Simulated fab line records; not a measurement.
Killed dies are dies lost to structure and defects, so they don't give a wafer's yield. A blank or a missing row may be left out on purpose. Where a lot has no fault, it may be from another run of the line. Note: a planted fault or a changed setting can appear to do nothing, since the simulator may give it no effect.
Matching of chambers	flow sfq-line	3 sister chambers for SFQ_TRILAYER_I0_DEP_PECVD_027 on pecvd-01
The step deposits SiO2 from SiH4/N2O, time 111.11 s, target thk 500 nm. 6 wafers are shown with their chamber, then 7 later ones without.

EACH WAFER AND ITS CHAMBER
wafer	chamber	heater-power-w (W)	throttle-valve-pct (%)
L421.6	0	85	22.4
L425.1	1	130	22.4
L425.3	2	87	23.5
L425.4	2	91	23.3
L428.3	1	117	22.7
L428.5	0	84	22.7

WAFERS WITH NO CHAMBER GIVEN
wafer	heater-power-w (W)	throttle-valve-pct (%)
L428.6	123	22.8
L434.1	94	23.5
L434.3	122	22.9
L434.5	95	23.2
L435.2	92	23.3
L435.4	93	23.3
L435.6	127	22.6

WHICH CHAMBER EACH ONE RAN IN
wafer	from the rows above	in truth
L428.6	1	1
L434.1	2	2
L434.3	1	1
L434.5	2	2
L435.2	2	2
L435.4	2	2
L435.6	1	1
Correctly placed: 7 of 7. Can't be placed from these rows: 0. Wrongly placed: 0.
How it was worked out, from the rows above alone: a wafer's distance from a chamber is the root of the sum, over the readings, of the square of ((its reading less the chamber's mean) divided by the reading's scatter). If the next closest chamber is less than 2 further off than the closest, the wafer can't be placed; otherwise it belongs to the closest. For every chamber, the mean is computed from those of its wafers that are shown. How the scatter is found: for the shown wafers, subtract from each reading the mean of its chamber, square and add these, divide the total by (wafers less chambers), then take the root.
